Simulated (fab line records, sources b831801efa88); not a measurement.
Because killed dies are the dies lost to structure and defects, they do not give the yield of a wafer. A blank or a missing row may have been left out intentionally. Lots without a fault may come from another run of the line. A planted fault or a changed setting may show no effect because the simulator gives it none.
Problem report, 8D (eight disciplines) form, completed by code :: flow sky130 :: the parts of the form that need people (team, actions taken, sign-off) are left out

## 1. THE ISSUE
Mean CAPM_CVD_00_THK at SKY_CAPM_THK_MEAS_01: 12.49 nm over 2 wafers in 2 lots; fault-free wafers: 15.46 nm, standard deviation 0.22. Measured from the usual mean, that is -14 standard deviations.
The first sign was on wafer L547.5 at day 40 22:52, on filmMetro-02. The record has a number at this step for 30 wafers belonging to 10 lots. Rule for "out" (also "out of limits"): further than 4 standard deviations from the usual mean. Any other wafer with a number is counted as sound.

## 2. WHAT THIS IS AND IS NOT
question: which readings at this step
is: CAPM_CVD_00_THK
is not: -

question: which lots
is: L547, L549
is not: L534, L535, L536, L539, L543, L545, L546, L548

question: which wafers of those lots
is: L547.5, L549.2
is not: L547.1, L547.3, L549.4, L549.6

question: read on which gauges
is: filmMetro-02, filmMetro-04
is not: filmMetro-03

question: when
is: from day 40 22:52
is not: up to then (23 sound wafers); but 5 sound wafers of L548, L549 came after

## 3. THE SUSPECTS, EACH WITH WHAT RULES IT OUT
Counting: a tool at a process step up to the reading stays a suspect if it ran every lot that is out. Sound lots after the first of them don't rule it out here, since some wafers of a struck lot are sound.
- the gauge at SKY_CAPM_THK_MEAS_01 has been ruled out. 2 gauges (filmMetro-02, filmMetro-04) read the wafers that are out.
- pecvd-02 at SKY_CAPM_CVD_00 (deposits SiO2, target thk 15.5 nm): kept. Ran every lot that is out, first one L547 (day 40 22:50); last sound lot up to then L546 (day 40 15:59).
Left after counting: pecvd-02 at SKY_CAPM_CVD_00.

## 4. THE CAUSE (what the simulator had put in)
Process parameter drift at SKY_CAPM_CVD_00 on pecvd-02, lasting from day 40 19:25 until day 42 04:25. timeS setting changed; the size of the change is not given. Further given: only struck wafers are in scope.
Only this tool survived the counting.

## 5. SEQUENCE OF EFFECTS, ordered by route
One row per reading whose mean, taken over the struck wafers that have a number, lies over 3 standard deviations from the usual. Only readings for which the record gives a usual standard deviation are gone through. hours: the time from each lot's start at the first step in this table that gives one to its start at this step, as a median over the lots. sigmas: the change in usual standard deviations.
hours: 0
step: SKY_CAPM_THK_MEAS_01
reading: CAPM_CVD_00_THK
usual: 15.46 nm
on struck wafers: 12.49
change: -2.97
sigmas: -14

hours: 48
step: SKY_METAL3_ETCH_17
reading: oesProductAu
usual: 0.753 a.u.
on struck wafers: 0.682
change: -0.071
sigmas: -9.7
Its process steps:
- SKY_METAL3_ETCH_17: etches SiO2 in C4F8/O2/Ar, stops on TiN, time 3.9 s, target depth 15 nm.
Readings that are blank on the struck wafers while sound wafers have them: rfFwdPowerW at SKY_CAPM_CVD_00.

## 6. HOW IT WOULD HAVE BEEN CAUGHT EARLIER
3 hours passed between the start of the fault at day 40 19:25 and the first reading out of limits at a measuring or inspecting step in this record, taken at day 40 22:52.
Lots out: 2; of these, L549 started SKY_CAPM_CVD_00 on pecvd-02 after day 40 22:52. A tool hold placed at that time would have kept it from harm.
